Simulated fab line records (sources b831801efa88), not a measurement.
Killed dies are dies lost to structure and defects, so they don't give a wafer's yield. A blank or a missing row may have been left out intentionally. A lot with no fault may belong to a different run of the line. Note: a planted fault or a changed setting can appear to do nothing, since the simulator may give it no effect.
A struck lot beside a sound one / flow sky130 / 17 steps out of a route of 708
Sound: the wafers L432.2, L432.4, L432.6. Struck: wafer L450.6 (left out: L450.1, L450.2 of the same lot, which were not struck); the cause appears at the end.
Per side, at each step with rows, come the tool, then ch with its chambers, and then its first start. Under that, the readings that differ: sound wafers / struck wafers / difference of the means / sigmas: that difference in standard deviations of wafers without a fault.
alike: a reading whose means differ by less than 2 such deviations, as well as words and numbers matching on both sides. not compared: withheld readings; readings where some wafer has no value; bounds like >300 that might hide an equal value; numbers whose values overlap and for which the record gives no deviation.
A row with sigmas, a row that says differs or no value, or rows on one side alone: a step with any of these is where the two part. Non-overlapping numbers with no deviation appear without sigmas and do not part them. A reading that every wafer of one side lacks parts them only if that side has two wafers or more.

SKY_LI_CONTACT_CMP_02: polishes PSG.
  sound on cmp-02 ch 0,2, day 28 00:58; struck on cmp-02 ch 3, day 33 22:40
  alike: motorCurrentA, slurryFilterDpKPa, timeToEndpointS
SKY_LI_CONTACT_BOW_MEAS_03:
  sound: filmMetro-03 at day 28 01:17; struck: filmMetro-01 at day 33 22:52
  alike: LI_CONTACT_BOW
then, 8 steps without rows for these wafers: SKY_LI_CONTACT_DEHYDRATE_04 (time 60 s); SKY_LI_CONTACT_HMDS_05 (prime time 60 s); SKY_LI_CONTACT_COAT_06 (resist thk 60 nm); SKY_LI_CONTACT_COAT_07 (resist thk 450 nm); SKY_LI_CONTACT_SOFTBAKE_08 (time 90 s); SKY_LI_CONTACT_EXPOSE_09 (exposes mask LICM1, target cd 170 nm); SKY_LI_CONTACT_PEB_10; SKY_LI_CONTACT_DEVELOP_11 (develop time 60 s).
SKY_LI_CONTACT_CD_MEAS_12: target cd 170 nm.
  sound: cdSem-02 at day 29 05:57; struck: cdSem-01 at day 35 01:02
  alike: cdNm
SKY_LI_CONTACT_OVL_MEAS_13:
  sound: overlay-02 at day 29 06:03; struck: overlay-02 at day 35 01:10
  alike: LI_CONTACT_OVL
SKY_LI_CONTACT_ETCH_14: etches BARC in N2/H2, stops on SiO2, time 45.9 s, target depth 60 nm.
  sound on rieDiel-01 ch 0,3, day 29 06:05; struck on rieDiel-02 ch 0, day 35 01:12
reading=oesProductAu (a.u.); sound=0.857 0.852 0.860; struck=0.989; difference=+0.133; sigmas=+29
reading=runLengthS (s); sound=74.4 74.4 73.9; struck=34.4; difference=-39.8; sigmas=-95
reading=model.etch.depthNm (nm); sound=60.01 59.88 59.95; struck=9.81; difference=-50.14; sigmas=
reading=model.KrF-thick_of_LI_CONTACT_COAT_07.thkNm (nm); sound=394.3 394 392.2; struck=432.3; difference=+38.8; sigmas=
reading=model.LI_CONTACT.cdNm (nm); sound=168.5 169 168.9; struck=163.7; difference=-5.1; sigmas=
  alike: drypumpMotorCurrentA, throttleValvePct
  not compared: rfHoursCounterH
SKY_LI_CONTACT_ETCH_15: etches PSG in C4F8/O2/Ar, stops on Si, target depth 600 nm.
  sound on rieDiel-01 ch 0,3, day 29 06:08; struck on rieDiel-02 ch 0, day 35 01:14
reading=model.KrF-thick_of_LI_CONTACT_COAT_07.thkNm (nm); sound=230.5 232.1 231.9; struck=273.7; difference=+42.2; sigmas=
reading=model.LI_CONTACT.cdNm (nm); sound=168.5 168.4 168.6; struck=164.1; difference=-4.4; sigmas=
  alike: oesProductAu
SKY_LI_CONTACT_STRIP_16: strips in O2/N2.
  sound on plasmaAsher-03 ch 0,1, day 29 06:13; struck on plasmaAsher-02 ch 0, day 35 01:19
reading=oesProductAu (a.u.); sound=0.366 0.384 0.370; struck=0.396; difference=+0.023; sigmas=+5
reading=stripTimeToEndpointS (s); sound=3.48 3.52 3.52; struck=3.94; difference=+0.43; sigmas=+10
  alike: drypumpMotorCurrentA
  not compared: rfHoursCounterH
then, 1 step without rows for these wafers: SKY_LI_CONTACT_CLEAN_17 (cleans in NMP, time 600 s).
SKY_PAD_OPEN_PROBE_99:
  rows exist in the record for the sound wafers here (prober-02, day 45 22:34), none for the struck ones

WHERE THEY PART
Last at SKY_PAD_OPEN_PROBE_99 as far as this record goes, first at SKY_LI_CONTACT_ETCH_14.

WHY: the cause the simulator had injected
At SKY_LI_CONTACT_ETCH_14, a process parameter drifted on rieDiel-02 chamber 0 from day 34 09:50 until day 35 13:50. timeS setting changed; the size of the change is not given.
